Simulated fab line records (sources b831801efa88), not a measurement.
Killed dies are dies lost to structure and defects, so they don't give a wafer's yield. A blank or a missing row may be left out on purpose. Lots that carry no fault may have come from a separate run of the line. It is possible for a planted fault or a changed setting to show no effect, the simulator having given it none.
Chamber matching	flow sfqLine	rieDiel-01 running SFQ_TRILAYER_I2_VIA_BARC_OPEN_VIA_ETCH_096: 4 sister chambers
The step etches BARC in O2, target depth 125 nm, time 41.7 s. 4 wafers are shown with their chamber, then 7 later ones without.

WAFERS PAIRED WITH THEIR CHAMBERS
wafer	chamber	drypumpMotorCurrentA (A)
L511.2	0	6.5
L511.4	1	6.2
L512.1	2	5.6
L512.2	3	6.0

WAFERS MISSING THEIR CHAMBER
wafer	drypumpMotorCurrentA (A)
L512.5	6.2
L515.1	6.2
L515.5	5.6
L515.6	6.2
L521.1	6.6
L521.3	5.7
L521.5	5.6

WHICH CHAMBER EACH ONE RAN IN
wafer	from the rows above	in truth
L512.5	1	1
L515.1	1	1
L515.5	2	2
L515.6	1	1
L521.1	0	0
L521.3	2	2
L521.5	2	2
Placed correctly: 7 of 7. Left unplaced by these rows: 0. Number placed wrongly: 0.
How it was worked out, from the rows above alone: a wafer's distance from a chamber is the root of the sum, over the readings, of the square of ((its reading less the chamber's mean) divided by the reading's scatter). The wafer belongs to the nearest chamber; if the next one is less than 2 further off, it can't be placed. The mean given for a chamber averages the wafers shown for that chamber. The scatter: root of mean squared gap, hidden wafer to nearest shown wafer, with one shown wafer a chamber.
